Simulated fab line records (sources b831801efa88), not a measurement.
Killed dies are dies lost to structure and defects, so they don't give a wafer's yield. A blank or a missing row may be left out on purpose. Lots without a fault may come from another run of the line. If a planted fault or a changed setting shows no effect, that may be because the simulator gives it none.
Which tool was responsible?    flow gf180mcu    6 lots with 18 wafers sampled at 2 steps, on a route of 602 steps

== WHAT THE GAUGES SHOWED, per wafer ==
GF_VT_IMPLANT_TW_MEAS_21.
lot   measured      on            VT_IMPLANT_2_TW
L140  day 6 22:37   filmMetro-04  1213 1221 1214
L142  day 7 12:14   filmMetro-04  1209 1214 1212
L145  day 8 07:24   filmMetro-03  1233 1234 1233
L151  day 9 19:56   filmMetro-03  1041 1042 1034
L153  day 10 10:23  filmMetro-03  1221 1211 1215
L159  day 12 02:11  filmMetro-04  1214 1204 1214

== EACH LOT AND THE TOOL THAT RAN IT (in order: tool; ch and the chambers of the sampled wafers; start) ==
lot   GF_VT_IMPLANT_IMPLANT_19
L140  implanter-02 ch 0, day 6 22:22
L142  implanter-04 ch 0, day 7 11:59
L145  implanter-04 ch 0, day 8 07:10
L151  implanter-04 ch 0, day 9 19:43
L153  implanter-02 ch 0, day 10 10:08
L159  implanter-01 ch 0, day 12 01:58
- GF_VT_IMPLANT_IMPLANT_19

== THE ANSWER, worked out from the rows above alone ==
Rule: usual is defined by the lots themselves. Put in order of their means at a reading, lots are off if they are a third of the lots or fewer, leave a main group of 4 or more, and stand apart from it by a gap of 3 or more times the standard deviation of the main group's means; of several such gaps the widest counts. A main group is skipped when, at the precision printed for the reading in the tables above, its means are all equal. A lot without any number at a reading at which 4 lots or more have one is off too. Where the step has rows for the other lots, those lots are counted as sound.
Off: L151, at GF_VT_IMPLANT_TW_MEAS_21 (VT_IMPLANT_2_TW). The main group: mean 1217, standard deviation 8.2.
If a tool, at a process step before that reading, ran all the lots that are off and no sound lot after the first of them, it fits. Those tools and the gauges at GF_VT_IMPLANT_TW_MEAS_21 are tried in the same way. One fits: GF_VT_IMPLANT_IMPLANT_19 on implanter-04. Its last sound lot is L145 (day 8 07:10), its first lot that is off L151 (day 9 19:43): a fault that began between those two fits.

== WHAT THE SIMULATOR HAD PUT IN ==
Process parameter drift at GF_VT_IMPLANT_IMPLANT_19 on implanter-04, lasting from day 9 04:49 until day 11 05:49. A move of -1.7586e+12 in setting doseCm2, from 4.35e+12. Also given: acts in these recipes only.
Struck lots among those shown: L151. The rule given above showed the same thing.
